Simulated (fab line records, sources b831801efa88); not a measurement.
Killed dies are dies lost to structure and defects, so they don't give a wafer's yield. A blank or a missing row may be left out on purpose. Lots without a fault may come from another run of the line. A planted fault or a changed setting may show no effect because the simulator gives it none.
A struck lot beside a sound one | flow sfq_line | 43 steps out of a route of 325
Sound: wafers L379.1, L379.3, L379.6. Struck: wafers L372.3, L372.4, L372.6. The cause comes at the end.
At each step with rows: each side's tool, then ch and its chambers, then its first start. Under that, the readings that differ: sound wafers | struck wafers | difference of the means | sigmas: that difference in standard deviations of wafers without a fault.
alike: readings whose means differ by less than 2 such deviations, and words and numbers that are the same on both sides. not compared: withheld readings, readings that some wafer has no value for, bounds like >300 that may hide the same value, and numbers for which the record gives no deviation and whose values overlap.
The two part at a step that has a row with sigmas, a row that says differs or no value, or rows on one side only. Numbers that don't overlap but have no deviation are shown without sigmas and don't part them. A reading that every wafer of one side lacks parts them only if that side has two wafers or more.

first, 3 steps without rows for these wafers: SFQ_TRILAYER_M5_LITHO_EXPOSE_124 (exposes mask M5, target cd 700 nm); SFQ_TRILAYER_M5_LITHO_PEB_126 (peb time 60 s); SFQ_TRILAYER_M5_LITHO_DEVELOP_125 (time 60 s).
SFQ_M5_OVL_MEAS_932:
  sound on overlay-02, day 60 22:18; struck on overlay-02, day 59 04:11
  alike: M5_OVL
then, 2 steps without rows for these wafers: SFQ_TRILAYER_M5_BARC_OPEN_METAL_ETCH_161 (etches BARC in O2, target depth 125 nm, time 41.7 s); SFQ_TRILAYER_M5_ETCH_METAL_ETCH_126 (etches Nb in Cl2/BCl3, stops on SiO2, time 203.2 s, target depth 265 nm).
SFQ_TRILAYER_M5_STRIP_STRIP_127: strips in O2.
  sound on rie_metal-01 ch 0,1, day 60 22:35; struck on rie_metal-01 ch 0,1, day 59 04:40
  alike: drypump_motor_current_A, oes_product_au
  not compared: rf_hours_counter_h
then, 1 step without rows for these wafers: SFQ_TRILAYER_M5_STRIP_SOLV_CLEAN_128 (cleans in NMP, time 600 s).
SFQ_TRILAYER_A5B_DEP_PECVD_129: deposits SiO2 from SiH4/N2O, time 133.33 s, target thk 600 nm.
  sound on pecvd-01 ch 0,1, day 60 23:46; struck on pecvd-03 ch 0,2, day 59 05:14
  alike: heater_power_w, throttle_valve_pct
  not compared: since_wet_clean_h
then, 3 steps without rows for these wafers: SFQ_TRILAYER_A5B_CMP_CMP_130 (polishes, stops on Nb, target thk 340.7 nm); SFQ_TRILAYER_A5B_METRO_MEASURE_131; SFQ_TRILAYER_R5_DEP_SPUTTER_132 (material Ti, target thk 5 nm, time 5 s).
SFQ_TRILAYER_R5_DEP_SPUTTER_133: material MoNx, target thk 40 nm, time 66.7 s.
  sound on pvd_sputter-03, day 61 04:04; struck on pvd_sputter-06, day 59 10:09
  reading                                               | sound                | struck               | difference | sigmas
  cathode_dc_power_W (W)                                | 1000.2 1000.3 1000.1 | 1241.3 1241.1 1241.0 | +240.9     | +99 or more
  model.MoNx_of_TRILAYER_R5_DEP_SPUTTER_133.thk_nm (nm) | 39.91 40.6 39.82     | 48.93 49.01 49.36    | +8.99      |
  alike: throttle_valve_pct
SFQ_TRILAYER_R5_DEP_SPUTTER_134: material Ti, target thk 5 nm, time 5 s.
  sound on pvd_sputter-03, day 61 04:07; struck on pvd_sputter-06, day 59 10:12
  alike: cathode_dc_power_W, throttle_valve_pct
SFQ_R5_RS_MEAS_933: measures by four-point-probe.
  sound on film_metro-04, day 61 04:08; struck on film_metro-03, day 59 10:16
  reading             | sound          | struck         | difference | sigmas
  R5_MONX_RS (ohm/sq) | 7.06 6.94 7.05 | 5.84 5.82 5.79 | -1.20      | -14
SFQ_R5_THK_MEAS_934: measures by xrf.
  sound on film_metro-04, day 61 04:16; struck on film_metro-03, day 59 10:22
  reading          | sound          | struck         | difference | sigmas
  R5_MONX_THK (nm) | 39.7 40.5 39.5 | 48.7 48.9 49.4 | +9.1       | +18
then, 6 steps without rows for these wafers: SFQ_TRILAYER_R5_LITHO_COAT_141 (resist thk 62 nm); SFQ_TRILAYER_R5_LITHO_COAT_136 (resist thk 600 nm); SFQ_TRILAYER_R5_LITHO_SOFTBAKE_140; SFQ_TRILAYER_R5_LITHO_EXPOSE_137 (exposes mask R5, target cd 500 nm); SFQ_TRILAYER_R5_LITHO_PEB_139 (peb time 60 s); SFQ_TRILAYER_R5_LITHO_DEVELOP_138 (time 60 s).
-- the record jumps here: 6 days lie between the struck wafers' starts before and after --
SFQ_R5_OVL_MEAS_935:
  sound on overlay-01, day 66 23:37; struck on overlay-01, day 65 04:18
  alike: R5_OVL
then, 1 step without rows for these wafers: SFQ_TRILAYER_R5_BARC_OPEN_METAL_ETCH_177 (etches BARC in O2, target depth 125 nm, time 41.7 s).
SFQ_TRILAYER_R5_ETCH_METAL_ETCH_139: etches the open film in Cl2, stops on SiO2, target depth 60 nm, time 40 s.
  sound on rie_metal-04 ch 0,1, day 66 23:43; struck on rie_metal-03 ch 0,1, day 65 04:25
  alike: drypump_motor_current_A, oes_product_au
  not compared: rf_hours_counter_h
then, 9 steps without rows for these wafers: SFQ_TRILAYER_R5_STRIP_STRIP_140 (strips in O2); SFQ_TRILAYER_R5_STRIP_SOLV_CLEAN_141 (cleans in NMP, time 600 s); SFQ_TRILAYER_A5C_DEP_PECVD_142 (deposits SiO2 from SiH4/N2O, time 15.556 s, target thk 70 nm); SFQ_TRILAYER_I5_LITHO_COAT_149 (resist thk 62 nm); SFQ_TRILAYER_I5_LITHO_COAT_144 (resist thk 650 nm); SFQ_TRILAYER_I5_LITHO_SOFTBAKE_148; SFQ_TRILAYER_I5_LITHO_EXPOSE_145 (exposes mask I5, target cd 700 nm); SFQ_TRILAYER_I5_LITHO_PEB_147 (peb time 60 s); SFQ_TRILAYER_I5_LITHO_DEVELOP_146 (time 60 s).
-- the record jumps here: 5 days lie between the struck wafers' starts before and after --
SFQ_I5_OVL_MEAS_936:
  sound on overlay-01, day 72 15:32; struck on overlay-01, day 70 14:20
  alike: I5_OVL
then, 1 step without rows for these wafers: SFQ_TRILAYER_I5_BARC_OPEN_VIA_ETCH_200 (etches BARC in O2, target depth 125 nm, time 41.7 s).
SFQ_TRILAYER_I5_ETCH_VIA_ETCH_147: etches the open film in CHF3, stops on Nb, target depth 360 nm.
  sound on rie_diel-02 ch 0,1,3, day 72 15:36; struck on rie_diel-03 ch 0,1,2, day 70 14:24
  alike: drypump_motor_current_A, oes_product_au
then, 5 steps without rows for these wafers: SFQ_TRILAYER_I5_STRIP_STRIP_148 (strips in O2); SFQ_TRILAYER_I5_STRIP_SOLV_CLEAN_149 (cleans in NMP, time 600 s); SFQ_TRILAYER_C5_LITHO_COAT_156 (resist thk 62 nm); SFQ_TRILAYER_C5_LITHO_COAT_151 (resist thk 650 nm); SFQ_TRILAYER_C5_LITHO_SOFTBAKE_155.
-- the record jumps here: 19 days lie between the struck wafers' starts before and after --
SFQ_M8_BOW_MEAS_951:
  sound on film_metro-02, day 93 22:16; struck on film_metro-04, day 89 16:19
  reading                 | sound             | struck            | difference | sigmas
  model.etest.r5.ohm_um   | 14.12 13.9 14.13  | 11.51 11.51 11.44 | -2.56      |
  model.etest.r5.ohm_sq   | 7.069 6.947 7.083 | 5.764 5.755 5.714 | -1.289     |
  model.etest.c5.link_ohm | 8.038 7.907 8.051 | 6.722 6.699 6.662 | -1.304     |
  alike: M8_BOW

WHERE THEY PART
First at SFQ_TRILAYER_R5_DEP_SPUTTER_133; last, within this record, at SFQ_R5_THK_MEAS_934. Later steps at which nothing parts them and some readings are alike: SFQ_R5_OVL_MEAS_935, SFQ_TRILAYER_R5_ETCH_METAL_ETCH_139, SFQ_I5_OVL_MEAS_936, SFQ_TRILAYER_I5_ETCH_VIA_ETCH_147, SFQ_M8_BOW_MEAS_951.

WHY: what the simulator had put in
Process parameter drift: pvd_sputter-06, from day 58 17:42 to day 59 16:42, at SFQ_TRILAYER_R5_DEP_SPUTTER_133. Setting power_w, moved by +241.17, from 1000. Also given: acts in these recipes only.
